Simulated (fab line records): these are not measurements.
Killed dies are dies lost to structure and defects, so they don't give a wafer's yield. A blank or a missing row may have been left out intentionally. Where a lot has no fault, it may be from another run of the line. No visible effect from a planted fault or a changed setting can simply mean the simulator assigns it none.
What tool caused it? ; flow sfq-line ; 6 lots, 18 wafers sampled, at 1 step of a route of 325

== WHAT THE GAUGES READ, wafer by wafer ==
SFQ_M2_OVL_MEAS_916.
lot;measured;on;M2_OVL (nm)
L189;day 18 23:20;overlay-02;1 2 5
L191;day 19 23:07;overlay-01;-5 -7 -11
L193;day 20 13:04;overlay-02;-3 -5 3
L195;day 21 06:13;overlay-01;-1 3 1
L202;day 24 09:55;overlay-02;3 4 6
L204;day 25 15:55;overlay-01;-5 -5 -9

== EACH LOT AND THE TOOL THAT RAN IT (in order: tool; ch and the chambers of the sampled wafers; start) ==
The record holds no process step before these readings.

== THE ANSWER, worked out from the rows above alone ==
Rule: what is usual is taken from the lots themselves. Put in order of their means at a reading, lots are off if they are a third of the lots or fewer, leave a main group of 4 or more, and stand apart from it by a gap of 3 or more times the standard deviation of the main group's means; of several such gaps the widest counts. Not used: any main group whose means are identical at the precision the tables above print for the reading. A lot without any number at a reading at which 4 lots or more have one is off too. The other lots that the step has rows for count as sound.
Nothing can be told from this: no lot is off at any reading shown.

== WHAT WAS PUT IN BY THE SIMULATOR ==
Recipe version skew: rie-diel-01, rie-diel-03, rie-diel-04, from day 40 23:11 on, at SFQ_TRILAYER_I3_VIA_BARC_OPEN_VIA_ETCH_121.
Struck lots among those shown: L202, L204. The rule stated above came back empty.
